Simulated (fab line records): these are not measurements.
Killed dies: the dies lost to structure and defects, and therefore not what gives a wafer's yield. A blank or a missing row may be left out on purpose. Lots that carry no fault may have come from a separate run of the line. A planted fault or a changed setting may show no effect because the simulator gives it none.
A lot that was struck, set against a sound lot + flow sky130 + 15 steps out of a route of 708
Sound: wafers L591.1, L591.2, L591.3. Wafers struck: L605.1, L605.2, L605.3. The cause is named last.
Each step with rows lists, per side, the tool, then ch with its chambers, then its first start. Under that, the readings that differ: sound wafers + struck wafers + difference of the means + sigmas: that difference in standard deviations of wafers without a fault.
alike: a reading whose means differ by less than 2 such deviations, as well as words and numbers matching on both sides. not compared: withheld readings; readings where some wafer has no value; bounds like >300 that might hide an equal value; numbers whose values overlap and for which the record gives no deviation.
The two part at a step that has a row with sigmas, a row that says differs or no value, or rows on one side only. Numbers that don't overlap but have no deviation are shown without sigmas and don't part them. A reading missing from all wafers of one side parts the sides only when that side holds two or more wafers.

first, 1 step without rows for these wafers: SKY_GATE_OXIDE_OXIDATION_01 (stabilise 600 s, purge 300 s, target thk 10.268 nm).
SKY_GATE_OXIDE_THK_MEAS_02:
  struck on film-metro-01, day 17 12:01; sound on film-metro-01, day 13 03:10
  alike: GATE_OXIDE_OXIDATION_00_THK
then, 7 steps without rows for these wafers: SKY_GATE_OXIDE_DEHYDRATE_03 (time 60 s); SKY_GATE_OXIDE_HMDS_04 (prime time 60 s); SKY_GATE_OXIDE_COAT_05 (resist thk 1140 nm); SKY_GATE_OXIDE_SOFTBAKE_06 (time 60 s); SKY_GATE_OXIDE_EXPOSE_07 (exposes mask LVOM, target cd 600 nm); SKY_GATE_OXIDE_PEB_08; SKY_GATE_OXIDE_DEVELOP_09 (develop time 60 s).
SKY_GATE_OXIDE_OVL_MEAS_10:
  struck on overlay-01, day 18 18:23; sound on overlay-02, day 14 04:38
  alike: GATE_OXIDE_OVL
then, 2 steps without rows for these wafers: SKY_GATE_OXIDE_IMPLANT_11; SKY_GATE_OXIDE_WET_ETCH_12 (etches SiO2 in dHF, target depth 16.8 nm, time 336 s).
SKY_GATE_OXIDE_STRIP_13: strips in O2/N2.
  sound on plasma-asher-02 ch 0,1, day 14 04:56; struck on plasma-asher-04 ch 0,1, day 18 18:41
| reading                                         | sound             | struck            | difference                    | sigmas |
|-------------------------------------------------|-------------------|-------------------|-------------------------------|--------|
| oes-product-au (a.u.)                           | 0.717 0.716 0.725 | 0.894 0.887 0.875 | +0.166                        | +39    |
| strip-time-to-endpoint-s (s)                    | 14.21 14.24 14.23 | - - -             | no value on the struck wafers |        |
| model.NOVOLAK_of_GATE_OXIDE_COAT_05.thk-nm (nm) | 0 0 0             | 859.6 861.4 859.5 | +860.2                        |        |
  alike: drypump-motor-current-A, n2-flow-sccm
  not compared: rf-hours-counter-h
SKY_GATE_OXIDE_TW_MEAS_14:
  struck on film-metro-04, day 18 18:47; sound on film-metro-01, day 14 05:02
| reading       | sound             | struck            | difference | sigmas |
|---------------|-------------------|-------------------|------------|--------|
| GATE_OXIDE_TW | 225.9 226.7 226.9 | 223.3 223.8 224.9 | -2.5       | -2     |
-- a jump in the record: the struck wafers' starts before and after are 31 days apart (it breaks off in module GATE_OXIDE and resumes in module PAD_OPEN, where the first step shown is number 708 of the route) --
SKY_PAD_OPEN_PROBE_99:
  struck on prober-01, day 49 13:32; sound on prober-01, day 46 08:25
| reading             | sound     | struck      | difference | sigmas |
|---------------------|-----------|-------------|------------|--------|
| killed-at-front-end | 12 13 20  | 425 409 424 | +404       | +94    |
| killed-dies         | 87 88 103 | 492 492 492 | +399       | +41    |
| killed-on-rim       | 20 21 22  | 96 96 96    | +75        | +18    |
  alike: killed_at_M0_to_M3, killed_at_M4_up, killed-at-contacts, killed-at-other, killed-open, killed-short

WHERE THEY PART
First at SKY_GATE_OXIDE_STRIP_13; last, within this record, at SKY_PAD_OPEN_PROBE_99.

WHY: what the simulator had put in
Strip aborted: plasma-asher-04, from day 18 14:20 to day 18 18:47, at SKY_GATE_OXIDE_STRIP_13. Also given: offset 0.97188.
